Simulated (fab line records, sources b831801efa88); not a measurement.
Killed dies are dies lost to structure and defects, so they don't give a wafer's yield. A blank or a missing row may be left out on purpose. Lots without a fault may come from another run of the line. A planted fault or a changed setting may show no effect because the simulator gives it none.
Problem report in the 8D (eight disciplines) form, filled by code | flow gf180mcu | the parts of the form that need people (team, actions taken, sign-off) are left out

1. THE PROBLEM
oes_product_au at GF_V2_ETCH_17 reads a mean of 0.906 a.u. on 1 wafer of 1 lot; wafers without a fault read 0.855 a.u. with a standard deviation of 0.0046. That is +11 standard deviations from the usual mean.
The step: etches SiO2 in C4F8/O2/Ar, stops on TiN, target depth 630 nm.
The step gives no start for some of these wafers. The record holds 35 wafers of 12 lots with a number at this step. Rule for "out", or "out of limits": more than 4 standard deviations from the usual mean. The other wafers with a number count as sound.

2. WHAT IT IS AND WHAT IT IS NOT
question                    | is             | is not
which readings at this step | oes_product_au | bias_w
which lots                  | L655           | L641, L642, L643, L646, L647, L648, L649, L650, L651, L652, L663
which wafers of those lots  | L655.3         | L655.4
read on which tools         | rie_diel-03    | rie_diel-01, rie_diel-04

3. SUSPECTS, AND WHAT RULES EACH OUT
Counting: a tool at a process step up to the reading stays a suspect if it ran every lot that is out. Sound lots after the first of them don't rule it out here, since some wafers of a struck lot are sound.
- pvd_sputter-04 at GF_M2_SPUTTER_02 (material AlCu, target thk 450 nm, time 23.9 s): kept. It ran the lot that is out, L655 (day 23 23:25); its last sound lot up to then is L651 (day 22 18:06).
- cmp-02 at GF_V2_CMP_04 (polishes SiO2): kept. It ran the lot that is out, L655 (day 24 22:45); its last sound lot up to then is L652 (day 24 01:11).
- rie_diel-03 at GF_V2_ETCH_17 (etches SiO2 in C4F8/O2/Ar, stops on TiN, target depth 630 nm): kept. It ran the lot that is out, L655 (day 25 22:34); its last sound lot up to then is L652 (day 25 01:37). Its own readings are out on those wafers: oes_product_au. GF_V2_ETCH_17 gives no start for some lots, so the hours and the order of its lots are those of GF_M3_SPUTTER_03.
- Within cmp-02 at GF_V2_CMP_04: the wafers that are out ran in chamber 3; their sound lot-mates ran in chamber 2.
- Within rie_diel-03 at GF_V2_ETCH_17: the wafers that are out ran in chamber 0; their sound lot-mates ran in chamber 2.
Left after counting: pvd_sputter-04 at GF_M2_SPUTTER_02, cmp-02 at GF_V2_CMP_04, rie_diel-03 at GF_V2_ETCH_17.

4. THE CAUSE (what the simulator had put in)
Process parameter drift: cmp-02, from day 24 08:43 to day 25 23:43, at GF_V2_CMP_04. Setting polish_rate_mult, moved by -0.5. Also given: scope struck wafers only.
Counting left 3 suspects, and this tool is among them.

5. THE CHAIN OF EFFECTS, in route order
Each row: a reading whose mean over the struck wafers that have a number lies more than 3 standard deviations from the usual. Only readings for which the record gives a usual standard deviation are gone through. hours: the time from each lot's start at the first step in this table that gives one to its start at this step, as a median over the lots. sigmas: the change in usual standard deviations.
hours | step          | reading        | usual      | on struck wafers | change | sigmas
-     | GF_V2_ETCH_17 | oes_product_au | 0.855 a.u. | 0.906            | +0.051 | +11
The process steps in it:
- GF_V2_ETCH_17: etches SiO2 in C4F8/O2/Ar, stops on TiN, target depth 630 nm.

6. WHAT WOULD HAVE CAUGHT IT SOONER
Of the tool readings at GF_V2_CMP_04 for which the record gives a usual standard deviation, none was out on any struck wafer, so an alarm limit of 4 standard deviations on them would not have fired.
